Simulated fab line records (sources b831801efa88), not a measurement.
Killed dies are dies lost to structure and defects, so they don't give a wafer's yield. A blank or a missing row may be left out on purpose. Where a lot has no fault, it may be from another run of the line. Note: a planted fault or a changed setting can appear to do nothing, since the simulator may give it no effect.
Comparing a struck lot with a sound one || flow sky130 || 22 out of 708 route steps
Sound: these wafers, L226.1, L226.4, L226.6. Struck: wafers L221.4, L221.5, L221.6. The cause is given at the end.
Per side, at each step with rows, come the tool, then ch with its chambers, and then its first start. Under that, the readings that differ: sound wafers || struck wafers || difference of the means || sigmas: that difference in standard deviations of wafers without a fault.
alike: same words and numbers on both sides, and readings whose means sit less than 2 such deviations apart. not compared: any withheld reading, any reading some wafer has no value for, any bound like >300 that may hide the same value, and any number with overlapping values for which the record gives no deviation.
The two part at a step that has a row with sigmas, a row that says differs or no value, or rows on one side only. Numbers that don't overlap but have no deviation are shown without sigmas and don't part them. A reading that every wafer of one side lacks parts them only if that side has two wafers or more.

first, 6 steps without rows for these wafers: SKY_LDD_HVN_HMDS_01 (prime time 60 s); SKY_LDD_HVN_COAT_02 (resist thk 300 nm); SKY_LDD_HVN_SOFTBAKE_03 (time 60 s); SKY_LDD_HVN_EXPOSE_04 (exposes mask HVNTM, target cd 700 nm); SKY_LDD_HVN_PEB_05; SKY_LDD_HVN_DEVELOP_06 (develop time 60 s).
SKY_LDD_HVN_OVL_MEAS_07:
  sound: overlay-01 at day 26 19:08; struck: overlay-02 at day 25 06:58
  alike: LDD_HVN_OVL
following that, these wafers have no rows for 1 step: SKY_LDD_HVN_IMPLANT_08.
SKY_LDD_HVN_STRIP_09: strips in O2/N2.
  sound on plasma asher-04 ch 0,1, day 26 19:19; struck on plasma asher-01 ch 0,1, day 25 07:10
  alike: drypump motor current A, oes product au, strip time to endpoint s
  not compared: rf hours counter h
SKY_LDD_HVN_TW_MEAS_10:
  sound: film metro-02 at day 26 19:25; struck: film metro-02 at day 25 07:15
  alike: LDD_HVN_TW
then, 2 steps without rows for these wafers: SKY_LDD_HVP_DEHYDRATE_00 (time 60 s); SKY_LDD_HVP_HMDS_01 (prime time 60 s).
SKY_LDD_HVP_COAT_02: resist thk 300 nm.
  sound on litho track-01 ch 0, day 27 10:11; struck on litho track-03 ch 0, day 25 21:37
{"reading": "spin speed rpm (rpm)", "sound": "2999.4 3001.8 3001.7", "struck": "2946.0 2942.9 2943.2", "difference": -56.9, "sigmas": -32}
{"reading": "model.NOVOLAK_of_LDD_HVP_COAT_02.thk nm (nm)", "sound": "299.5 299 299.4", "struck": "303.7 304.7 304.4", "difference": "+5.0", "sigmas": ""}
then, 3 steps without rows for these wafers: SKY_LDD_HVP_SOFTBAKE_03 (time 60 s); SKY_LDD_HVP_EXPOSE_04 (exposes mask HVPTM, target cd 700 nm); SKY_LDD_HVP_PEB_05.
SKY_LDD_HVP_DEVELOP_06: develop time 60 s.
  sound on litho track-02 ch 0, day 28 01:24; struck on litho track-03 ch 0, day 26 12:10
{"reading": "model.NOVOLAK_of_LDD_HVP_COAT_02.thk nm (nm)", "sound": "299.1 298.6 299", "struck": "303.3 304.3 303.9", "difference": "+4.9", "sigmas": ""}
SKY_LDD_HVP_OVL_MEAS_07:
  sound: overlay-02 at day 28 01:33; struck: overlay-01 at day 26 12:16
{"reading": "LDD_HVP_OVL (nm)", "sound": "1.1 1.1 0.0", "struck": "-3.7 -2.7 -2.5", "difference": -3.7, "sigmas": -2}
following that, these wafers have no rows for 1 step: SKY_LDD_HVP_IMPLANT_08.
SKY_LDD_HVP_STRIP_09: strips in O2/N2.
  sound on plasma asher-02 ch 0,1, day 28 01:44; struck on plasma asher-02 ch 0,1, day 26 12:28
{"reading": "strip time to endpoint s (s)", "sound": "4.125 4.115 4.112", "struck": "4.162 4.185 4.190", "difference": "+0.062", "sigmas": "+4"}
  alike: drypump motor current A, oes product au
  not compared: rf hours counter h
SKY_LDD_HVP_TW_MEAS_10:
  sound: film metro-03 at day 28 01:50; struck: film metro-03 at day 26 12:33
  alike: LDD_HVP_TW
following that, these wafers have no rows for 1 step: SKY_PAD_OPEN_PROBE_99.

## WHERE THEY PART
Last at SKY_LDD_HVP_STRIP_09 as far as this record goes, first at SKY_LDD_HVP_COAT_02. Later steps at which nothing parts them and some readings are alike: SKY_LDD_HVP_TW_MEAS_10.

WHY: what the simulator had put in
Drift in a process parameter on litho track-03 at SKY_LDD_HVP_COAT_02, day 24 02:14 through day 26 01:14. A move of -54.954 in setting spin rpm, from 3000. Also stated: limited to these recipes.
